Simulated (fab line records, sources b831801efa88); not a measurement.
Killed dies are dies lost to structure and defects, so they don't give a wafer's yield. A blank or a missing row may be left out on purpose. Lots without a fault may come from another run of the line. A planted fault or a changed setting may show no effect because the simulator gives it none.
Which tool did it? | flow sky130 | 13 lots, 39 wafers sampled, at 5 steps of a route of 708

WHAT THE GAUGES READ, wafer by wafer
SKY_SD_N_RS_MEAS_18: measures by four-point-probe. Usual: RES_XHIGH_RS 333.6 ohm/sq, standard deviation 1.1.
lot  | measured     | on            | RES_XHIGH_RS (ohm/sq) | flag
L490 | day 28 03:40 | film_metro-02 | 333.8 333.2 333.7     |
L491 | day 28 13:27 | film_metro-04 | 332.7 333.3 332.6     |
L492 | day 28 18:21 | film_metro-04 | 332.9 331.0 332.3     |
L493 | day 29 06:06 | film_metro-04 | 332.9 331.2 332.2     |
L494 | day 29 13:49 | film_metro-03 | 333.5 333.3 332.7     |
L495 | day 29 18:08 | film_metro-04 | 332.9 333.6 334.2     |
L498 | day 30 23:43 | film_metro-04 | 334.2 333.8 334.3     |
L503 | day 32 10:07 | film_metro-02 | 332.9 334.5 335.7     |
L506 | day 33 08:46 | film_metro-03 | 334.0 334.1 334.1     |
L508 | day 34 03:05 | film_metro-02 | 334.7 333.1 333.9     |
L509 | day 34 06:58 | film_metro-03 | 333.7 332.5 333.9     |
L512 | day 35 02:53 | film_metro-03 | 334.7 334.3 334.4     |
L513 | day 35 18:32 | film_metro-02 | 333.2 333.2 334.0     |

SKY_LOCAL_INTERCONNECT_CD_MEAS_11: target cd 170 nm. Usual: cd_nm 170.8 nm, standard deviation 1.5.
lot  | measured     | on        | cd_nm (nm)        | flag
L490 | day 30 14:13 | cd_sem-01 | 170.9 171.4 170.5 |
L491 | day 30 23:37 | cd_sem-01 | 172.2 173.1 173.4 |
L492 | day 31 04:17 | cd_sem-01 | 169.8 169.8 170.5 |
L493 | day 31 15:47 | cd_sem-01 | 170.4 171.1 170.4 |
L494 | day 31 23:58 | cd_sem-02 | 169.6 170.6 169.7 |
L495 | day 32 02:42 | cd_sem-01 | 44.6 43.0 173.1   | OFF
L498 | day 33 08:31 | cd_sem-02 | 30.6 170.7 168.6  | OFF
L503 | day 34 17:44 | cd_sem-02 | 171.8 171.1 171.7 |
L506 | day 35 16:29 | cd_sem-01 | 172.7 173.7 171.6 |
L508 | day 36 09:40 | cd_sem-02 | 173.4 173.9 173.5 |
L509 | day 36 14:05 | cd_sem-01 | 169.8 169.8 168.4 |
L512 | day 37 10:22 | cd_sem-02 | 171.2 171.4 170.7 |
L513 | day 38 01:41 | cd_sem-02 | 171.0 171.5 171.2 |

SKY_LOCAL_INTERCONNECT_OVL_MEAS_12. Usual: LOCAL_INTERCONNECT_OVL -2 nm, standard deviation 4.8.
lot  | measured     | on         | LOCAL_INTERCONNECT_OVL (nm) | flag
L490 | day 30 14:20 | overlay-01 | -9 -9 -9                    |
L491 | day 30 23:43 | overlay-01 | 0 -1 1                      |
L492 | day 31 04:24 | overlay-01 | -2 -4 1                     |
L493 | day 31 15:54 | overlay-02 | 1 -1 2                      |
L494 | day 32 00:05 | overlay-01 | -3 -3 -9                    |
L495 | day 32 02:48 | overlay-01 | -6 -7 -1                    |
L498 | day 33 08:37 | overlay-01 | 5 2 2                       |
L503 | day 34 17:51 | overlay-01 | 2 5 8                       |
L506 | day 35 16:35 | overlay-01 | -7 -7 -4                    |
L508 | day 36 09:47 | overlay-02 | -1 -2 -3                    |
L509 | day 36 14:12 | overlay-01 | -9 -7 -7                    |
L512 | day 37 10:27 | overlay-02 | -9 0 -1                     |
L513 | day 38 01:47 | overlay-02 | 4 4 6                       |

SKY_CONTACT_THK_MEAS_03. Usual: CONTACT_HDPCVD_THK 565 nm, standard deviation 7.6.
lot  | measured     | on            | CONTACT_HDPCVD_THK (nm) | flag
L490 | day 30 15:23 | film_metro-02 | 554 554 548             |
L491 | day 31 00:46 | film_metro-01 | 567 555 569             |
L492 | day 31 05:21 | film_metro-01 | 555 566 573             |
L493 | day 31 16:49 | film_metro-04 | 573 563 577             |
L494 | day 32 01:01 | film_metro-02 | 574 568 567             |
L495 | day 32 03:45 | film_metro-02 | 558                     |
L498 | day 33 09:32 | film_metro-02 | 577 566                 |
L503 | day 34 18:47 | film_metro-04 | 574 567 569             |
L506 | day 35 17:31 | film_metro-04 | 567 569 561             |
L508 | day 36 10:43 | film_metro-01 | 567 567 569             |
L509 | day 36 15:07 | film_metro-01 | 558 550 554             |
L512 | day 37 11:22 | film_metro-04 | 561 554 570             |
L513 | day 38 02:42 | film_metro-01 | 559 556 570             |

WHICH TOOL RAN EACH LOT (tool, then ch and the chambers of the sampled wafers, then the start)
lot  | SKY_LOCAL_INTERCONNECT_EXPOSE_08
L490 | krf_scanner-02 ch 0, day 30 00:27
L491 | krf_scanner-01 ch 0, day 30 09:56
L492 | krf_scanner-01 ch 0, day 30 14:22
L493 | krf_scanner-02 ch 0, day 31 02:35
L494 | krf_scanner-02 ch 0, day 31 10:31
L495 | krf_scanner-02 ch 0, day 31 13:02
L498 | krf_scanner-02 ch 0, day 32 18:56
L503 | krf_scanner-01 ch 0, day 34 04:30
L506 | krf_scanner-02 ch 0, day 35 03:25
L508 | krf_scanner-02 ch 0, day 35 21:14
L509 | krf_scanner-02 ch 0, day 36 01:18
L512 | krf_scanner-02 ch 0, day 36 21:23
L513 | krf_scanner-01 ch 0, day 37 13:16
- SKY_LOCAL_INTERCONNECT_EXPOSE_08: exposes mask LI1M, target cd 170 nm.

WHAT THE TOOLS THEMSELVES READ (means of the sampled wafers that have a number; where no wafer has one, the mark that the record gives instead)
The record holds no such reading with a usual standard deviation.

THE ANSWER, worked out from the rows above alone
Rule: a lot is off if the mean of its wafers that have a number lies more than 3 standard deviations from the usual mean. A lot without any number at a reading at which 4 lots or more have one is off too. The other lots that the step has rows for count as sound. The gauges are gone through in route order, then the tools' own readings, and for those a lot's mean is taken as printed above. The first step at which some lot is off is used, and at that step the reading that is off furthest; a lot without a number counts as furthest.
Off: L495, L498, at SKY_LOCAL_INTERCONNECT_CD_MEAS_11 (cd_nm).
A tool fits if, at a process step before that reading, it ran every lot that is off, and no sound lot after the first of them. The gauges at SKY_LOCAL_INTERCONNECT_CD_MEAS_11 are tried like those tools. None of those tried fits.

WHAT THE SIMULATOR HAD PUT IN
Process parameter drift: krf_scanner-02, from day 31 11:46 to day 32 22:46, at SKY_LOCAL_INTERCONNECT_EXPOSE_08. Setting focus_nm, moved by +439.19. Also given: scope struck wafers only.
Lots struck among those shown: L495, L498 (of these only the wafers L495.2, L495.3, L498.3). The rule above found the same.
